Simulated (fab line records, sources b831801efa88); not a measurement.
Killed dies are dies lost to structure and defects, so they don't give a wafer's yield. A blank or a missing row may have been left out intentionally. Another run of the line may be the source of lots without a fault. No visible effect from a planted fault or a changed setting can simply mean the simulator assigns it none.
One fault through the eyes of 2 desks	flow gf180mcu	each desk holds nothing but its own numbers, with what lay behind them at the end

## THE METROLOGY DESK
Lot by lot, what the gauges showed, no matter which tool ran the lot: averages of those sampled wafers that carry a number. If a lot's mean is further than 4 standard deviations from the usual mean, the lot is out of limits and carries the mark OUT (the distance appears in the brackets).
Columns: A = V1_OVL at GF_V1_OVL_MEAS_15, usual 2 nm; B = M2_ALCU_THK at GF_M2_THK_MEAS_06, usual 454 nm; C = cd-nm at GF_M2_CD_MEAS_14, usual 280.4 nm
lot	first seen here	A	B	C
L291	day 19 05:35	4	455	280.0
L292	day 19 11:41	8	456	279.2
L293	day 20 02:39	-3	456	280.5
L295	day 20 17:41	4	457	278.3
L296	day 21 04:14	3	446	281.2
L297	day 21 18:06	-1	460	281.6
L298	day 21 23:39	3	449	280.0
L303	day 23 14:57	-4	464	279.2
L304	day 23 23:49	3	458	280.2
L305	day 24 12:40	4	452	254.4 (-20) OUT
L308	day 25 09:36	4	455	279.8
L311	day 26 05:35	11	446	281.8
Finding of this desk: L305 out of limits; the first was L305 at day 25 11:56, on cd-nm at GF_M2_CD_MEAS_14. L291, L292, L293, L295, L296, L297, L298, L303, L304, L308, L311 stayed within limits.

## TOOL OWNER'S DESK, krf-scanner-01
The tool's own readings at GF_M2_EXPOSE_11 (exposes mask Metal2, target cd 280 nm): means of the sampled wafers that have a number, for each lot that ran on this tool. If a lot's mean is further than 4 standard deviations from the usual mean, the lot is out of limits and carries the mark OUT (the distance appears in the brackets).
Columns: A = exposure-dose-mJ-cm2 at GF_M2_EXPOSE_11, usual 27.958; B = stage-vel-mm-s at GF_M2_EXPOSE_11, usual 499.99 mm/s
lot	first seen here	A	B
L295	day 21 07:12	27.964	499.94
L296	day 21 17:49	27.993	499.93
L297	day 22 07:56	27.984	499.93
L298	day 22 13:19	27.931	499.98
L305	day 25 00:48	26.537 (-51) OUT	500.37
Finding of this desk: L305 out of limits; the first was L305 at day 25 00:48, on exposure-dose-mJ-cm2 at GF_M2_EXPOSE_11. L295, L296, L297, L298 stayed within limits.

## TAKEN TOGETHER
The tool owner's desk could have raised an alarm at day 25 00:48, on L305.
An alarm was possible from the metrology desk at day 25 11:56, on L305.
All the named lots went through GF_M2_EXPOSE_11 on krf-scanner-01.

## WHAT HAD BEEN PUT IN BY THE SIMULATOR
Drift in process parameters on krf-scanner-01 at GF_M2_EXPOSE_11, starting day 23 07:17. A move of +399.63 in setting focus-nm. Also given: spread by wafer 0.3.
Shown lots that were struck: L305.
Hours from the fault's start to each desk's first reading out of limits: the tool owner's desk, 42; the metrology desk, 53.
